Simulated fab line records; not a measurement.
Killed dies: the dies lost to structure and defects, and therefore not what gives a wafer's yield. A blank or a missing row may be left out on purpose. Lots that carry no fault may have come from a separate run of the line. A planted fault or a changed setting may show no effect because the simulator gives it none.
The tool behind it: which one? / flow sky130 / 13 lots with 38 wafers sampled at 4 steps, on a route of 708 steps

== WHAT EACH GAUGE READ, for each wafer ==
SKY_FIELD_ISO_THK_MEAS_04. Usual: FIELD_ISO_CVD_03_THK 164.0 nm, standard deviation 1.6.
lot=L343; measured=day 1 16:53; on=film-metro-01; FIELD_ISO_CVD_03_THK (nm)=163.3 163.4 163.6; flag=
lot=L344; measured=day 1 19:34; on=film-metro-02; FIELD_ISO_CVD_03_THK (nm)=163.1 163.3 164.5; flag=
lot=L346; measured=day 2 09:10; on=film-metro-04; FIELD_ISO_CVD_03_THK (nm)=163.3 163.4 162.3; flag=
lot=L347; measured=day 2 12:00; on=film-metro-02; FIELD_ISO_CVD_03_THK (nm)=164.7 163.9 164.7; flag=
lot=L349; measured=day 2 19:30; on=film-metro-04; FIELD_ISO_CVD_03_THK (nm)=163.3 163.2 163.0; flag=
lot=L350; measured=day 3 02:40; on=film-metro-02; FIELD_ISO_CVD_03_THK (nm)=164.7 164.0 164.1; flag=
lot=L356; measured=day 4 08:09; on=film-metro-04; FIELD_ISO_CVD_03_THK (nm)=165.7 165.4; flag=
lot=L358; measured=day 4 17:22; on=film-metro-02; FIELD_ISO_CVD_03_THK (nm)=162.5 162.5 162.0; flag=
lot=L359; measured=day 4 22:47; on=film-metro-04; FIELD_ISO_CVD_03_THK (nm)=166.5 166.5 165.2; flag=
lot=L361; measured=day 5 08:03; on=film-metro-01; FIELD_ISO_CVD_03_THK (nm)=164.2 165.0 164.2; flag=
lot=L363; measured=day 5 17:56; on=film-metro-02; FIELD_ISO_CVD_03_THK (nm)=163.1 162.2 163.4; flag=
lot=L364; measured=day 5 23:19; on=film-metro-01; FIELD_ISO_CVD_03_THK (nm)=163.3 162.1 163.4; flag=
lot=L366; measured=day 6 09:05; on=film-metro-04; FIELD_ISO_CVD_03_THK (nm)=165.4 165.8 165.5; flag=

SKY_PWDE_TW_MEAS_10. Usual: PWDE_TW 373, standard deviation 3.4.
lot=L343; measured=day 3 23:32; on=film-metro-01; PWDE_TW=372 373 374; flag=
lot=L344; measured=day 4 00:47; on=film-metro-01; PWDE_TW=371 371 370; flag=
lot=L346; measured=day 4 15:44; on=film-metro-01; PWDE_TW=372 370 373; flag=
lot=L347; measured=day 4 20:01; on=film-metro-03; PWDE_TW=379 379 382; flag=
lot=L349; measured=day 5 05:45; on=film-metro-03; PWDE_TW=383 384 382; flag=
lot=L350; measured=day 5 13:49; on=film-metro-01; PWDE_TW=372 371 372; flag=
lot=L356; measured=day 6 20:20; on=film-metro-04; PWDE_TW=372 370; flag=
lot=L358; measured=day 7 08:22; on=film-metro-04; PWDE_TW=372 372 373; flag=
lot=L359; measured=day 7 17:12; on=film-metro-03; PWDE_TW=379 377 379; flag=
lot=L361; measured=day 8 02:11; on=film-metro-01; PWDE_TW=371 372 371; flag=
lot=L363; measured=day 8 13:17; on=film-metro-01; PWDE_TW=371 372 371; flag=
lot=L364; measured=day 8 16:01; on=film-metro-01; PWDE_TW=369 370 370; flag=
lot=L366; measured=day 9 05:16; on=film-metro-01; PWDE_TW=371 371 370; flag=

== EACH LOT AND THE TOOL THAT RAN IT (in order: tool; ch and the chambers of the sampled wafers; start) ==
lot=L343; SKY_FIELD_ISO_ETCH_14=rie-diel-02 ch 1,2,3, day 2 07:10; SKY_FIELD_ISO_ETCH_17=rie-si-02 ch 2,3, day 2 07:22
lot=L344; SKY_FIELD_ISO_ETCH_14=rie-diel-02 ch 0,2,3, day 2 09:25; SKY_FIELD_ISO_ETCH_17=rie-si-01 ch 0,1,3, day 2 09:37
lot=L346; SKY_FIELD_ISO_ETCH_14=rie-diel-02 ch 0,1,2, day 3 00:38; SKY_FIELD_ISO_ETCH_17=rie-si-01 ch 1,2,3, day 3 00:50
lot=L347; SKY_FIELD_ISO_ETCH_14=rie-diel-04 ch 1,2,3, day 3 04:04; SKY_FIELD_ISO_ETCH_17=rie-si-02 ch 1,2, day 3 04:16
lot=L349; SKY_FIELD_ISO_ETCH_14=rie-diel-03 ch 1,2,3, day 3 11:25; SKY_FIELD_ISO_ETCH_17=rie-si-02 ch 0,2,3, day 3 11:37
lot=L350; SKY_FIELD_ISO_ETCH_14=rie-diel-02 ch 0,1,3, day 3 19:05; SKY_FIELD_ISO_ETCH_17=rie-si-01 ch 1,2,3, day 3 19:16
lot=L356; SKY_FIELD_ISO_ETCH_14=rie-diel-04 ch 0,3, day 5 01:16; SKY_FIELD_ISO_ETCH_17=rie-si-02 ch 0,2, day 5 01:28
lot=L358; SKY_FIELD_ISO_ETCH_14=rie-diel-03 ch 0,1,3, day 5 11:10; SKY_FIELD_ISO_ETCH_17=rie-si-02 ch 0,2,3, day 5 11:22
lot=L359; SKY_FIELD_ISO_ETCH_14=rie-diel-04 ch 0,1,2, day 5 17:04; SKY_FIELD_ISO_ETCH_17=rie-si-02 ch 1,2,3, day 5 17:16
lot=L361; SKY_FIELD_ISO_ETCH_14=rie-diel-03 ch 0,1,3, day 6 02:17; SKY_FIELD_ISO_ETCH_17=rie-si-01 ch 1,3, day 6 02:28
lot=L363; SKY_FIELD_ISO_ETCH_14=rie-diel-02 ch 2,3, day 6 13:19; SKY_FIELD_ISO_ETCH_17=rie-si-01 ch 0,1,3, day 6 13:31
lot=L364; SKY_FIELD_ISO_ETCH_14=rie-diel-04 ch 0,2,3, day 6 17:46; SKY_FIELD_ISO_ETCH_17=rie-si-01 ch 1,2,3, day 6 17:58
lot=L366; SKY_FIELD_ISO_ETCH_14=rie-diel-04 ch 1,2,3, day 7 04:19; SKY_FIELD_ISO_ETCH_17=rie-si-01 ch 0,1,2, day 7 04:31
- SKY_FIELD_ISO_ETCH_14: etches BARC in N2/H2, stops on SiO2, time 45.9 s, target depth 60 nm.
- SKY_FIELD_ISO_ETCH_17: etches Si in HBr/Cl2/O2, target depth 342 nm, time 97.7 s.

== WHAT THE TOOLS THEMSELVES READ (means of the sampled wafers that have a number; where no wafer has one, the mark that the record gives instead) ==
SKY_FIELD_ISO_ETCH_14. Usual: drypump-motor-current-A 5.8 A, standard deviation 0.54; oes-product-au 0.854 a.u., standard deviation 0.0045; run-length-s 74.2 s, standard deviation 0.39; throttle-valve-pct 13.224 %, standard deviation 0.0096.
lot=L343; tool=rie-diel-02; drypump-motor-current-A (A)=5.3; oes-product-au (a.u.)=0.856; run-length-s (s)=74.6; throttle-valve-pct (%)=13.228; flag=
lot=L344; tool=rie-diel-02; drypump-motor-current-A (A)=5.7; oes-product-au (a.u.)=0.855; run-length-s (s)=74.6; throttle-valve-pct (%)=13.224; flag=
lot=L346; tool=rie-diel-02; drypump-motor-current-A (A)=5.5; oes-product-au (a.u.)=0.848; run-length-s (s)=74.5; throttle-valve-pct (%)=13.219; flag=
lot=L347; tool=rie-diel-04; drypump-motor-current-A (A)=5.8; oes-product-au (a.u.)=0.855; run-length-s (s)=74.3; throttle-valve-pct (%)=13.226; flag=
lot=L349; tool=rie-diel-03; drypump-motor-current-A (A)=6.2; oes-product-au (a.u.)=0.856; run-length-s (s)=73.8; throttle-valve-pct (%)=13.224; flag=
lot=L350; tool=rie-diel-02; drypump-motor-current-A (A)=5.7; oes-product-au (a.u.)=0.856; run-length-s (s)=74.2; throttle-valve-pct (%)=13.220; flag=
lot=L356; tool=rie-diel-04; drypump-motor-current-A (A)=5.2; oes-product-au (a.u.)=0.855; run-length-s (s)=73.9; throttle-valve-pct (%)=13.223; flag=
lot=L358; tool=rie-diel-03; drypump-motor-current-A (A)=5.8; oes-product-au (a.u.)=0.853; run-length-s (s)=74.2; throttle-valve-pct (%)=13.220; flag=
lot=L359; tool=rie-diel-04; drypump-motor-current-A (A)=6.1; oes-product-au (a.u.)=0.850; run-length-s (s)=74.0; throttle-valve-pct (%)=13.235; flag=
lot=L361; tool=rie-diel-03; drypump-motor-current-A (A)=5.8; oes-product-au (a.u.)=0.851; run-length-s (s)=74.1; throttle-valve-pct (%)=13.228; flag=
lot=L363; tool=rie-diel-02; drypump-motor-current-A (A)=5.5; oes-product-au (a.u.)=0.857; run-length-s (s)=74.3; throttle-valve-pct (%)=13.226; flag=
lot=L364; tool=rie-diel-04; drypump-motor-current-A (A)=5.6; oes-product-au (a.u.)=0.857; run-length-s (s)=74.0; throttle-valve-pct (%)=13.232; flag=
lot=L366; tool=rie-diel-04; drypump-motor-current-A (A)=5.8; oes-product-au (a.u.)=0.853; run-length-s (s)=74.2; throttle-valve-pct (%)=13.222; flag=

SKY_FIELD_ISO_ETCH_17. Usual: drypump-motor-current-A 5.7 A, standard deviation 0.32; oes-product-au 0.997 a.u., standard deviation 0.007; run-length-s 125.9 s, standard deviation 0.52; throttle-valve-pct 25.658 %, standard deviation 0.01.
lot=L343; tool=rie-si-02; drypump-motor-current-A (A)=5.6; oes-product-au (a.u.)=1.008; run-length-s (s)=125.6; throttle-valve-pct (%)=25.648; flag=
lot=L344; tool=rie-si-01; drypump-motor-current-A (A)=5.6; oes-product-au (a.u.)=1.001; run-length-s (s)=126.1; throttle-valve-pct (%)=25.648; flag=
lot=L346; tool=rie-si-01; drypump-motor-current-A (A)=5.9; oes-product-au (a.u.)=1.003; run-length-s (s)=126.0; throttle-valve-pct (%)=25.653; flag=
lot=L347; tool=rie-si-02; drypump-motor-current-A (A)=5.4; oes-product-au (a.u.)=1.009; run-length-s (s)=125.9; throttle-valve-pct (%)=25.654; flag=
lot=L349; tool=rie-si-02; drypump-motor-current-A (A)=5.7; oes-product-au (a.u.)=1.004; run-length-s (s)=125.6; throttle-valve-pct (%)=25.654; flag=
lot=L350; tool=rie-si-01; drypump-motor-current-A (A)=5.9; oes-product-au (a.u.)=0.992; run-length-s (s)=126.1; throttle-valve-pct (%)=25.656; flag=
lot=L356; tool=rie-si-02; drypump-motor-current-A (A)=5.7; oes-product-au (a.u.)=0.999; run-length-s (s)=118.7; throttle-valve-pct (%)=25.655; flag=OFF
lot=L358; tool=rie-si-02; drypump-motor-current-A (A)=5.7; oes-product-au (a.u.)=0.997; run-length-s (s)=120.7; throttle-valve-pct (%)=25.657; flag=OFF
lot=L359; tool=rie-si-02; drypump-motor-current-A (A)=5.5; oes-product-au (a.u.)=0.999; run-length-s (s)=121.1; throttle-valve-pct (%)=25.658; flag=OFF
lot=L361; tool=rie-si-01; drypump-motor-current-A (A)=5.7; oes-product-au (a.u.)=0.997; run-length-s (s)=126.0; throttle-valve-pct (%)=25.653; flag=
lot=L363; tool=rie-si-01; drypump-motor-current-A (A)=5.6; oes-product-au (a.u.)=0.990; run-length-s (s)=125.9; throttle-valve-pct (%)=25.654; flag=
lot=L364; tool=rie-si-01; drypump-motor-current-A (A)=5.9; oes-product-au (a.u.)=0.995; run-length-s (s)=126.2; throttle-valve-pct (%)=25.660; flag=
lot=L366; tool=rie-si-01; drypump-motor-current-A (A)=5.8; oes-product-au (a.u.)=0.992; run-length-s (s)=126.2; throttle-valve-pct (%)=25.670; flag=

== THE ANSWER, worked out from the rows above alone ==
Rule: lot off if the mean of its wafers having a number is beyond 3 standard deviations from the usual mean. A lot without any number at a reading at which 4 lots or more have one is off too. The other lots that the step has rows for count as sound. After the gauges, taken in route order, come the tools' own readings; for these a lot's mean is taken, as printed above. At the first step where some lot is off, the reading lying furthest off is the one used; lots without a number count as furthest.
Off: L356, L358, L359 (SKY_FIELD_ISO_ETCH_17, run-length-s).
If a tool, at that step or one of the process steps before it, ran each lot that is off and ran no sound lot following the first of them, it fits. One fits: rie-si-02 at SKY_FIELD_ISO_ETCH_17. Its last sound lot is L349 (day 3 11:37), its first lot that is off L356 (day 5 01:28): a fault that began between those two fits.
On the lots that are off, the tool's own readings at SKY_FIELD_ISO_ETCH_17 differ by more than 5 times the standard deviation of the sound lots' means, which bears it out; run-length-s reads 120.2 s there versus 126.0 s on the sound lots.

== WHAT THE SIMULATOR PUT IN ==
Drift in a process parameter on rie-si-02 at SKY_FIELD_ISO_ETCH_17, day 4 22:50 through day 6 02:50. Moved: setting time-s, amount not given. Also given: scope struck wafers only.
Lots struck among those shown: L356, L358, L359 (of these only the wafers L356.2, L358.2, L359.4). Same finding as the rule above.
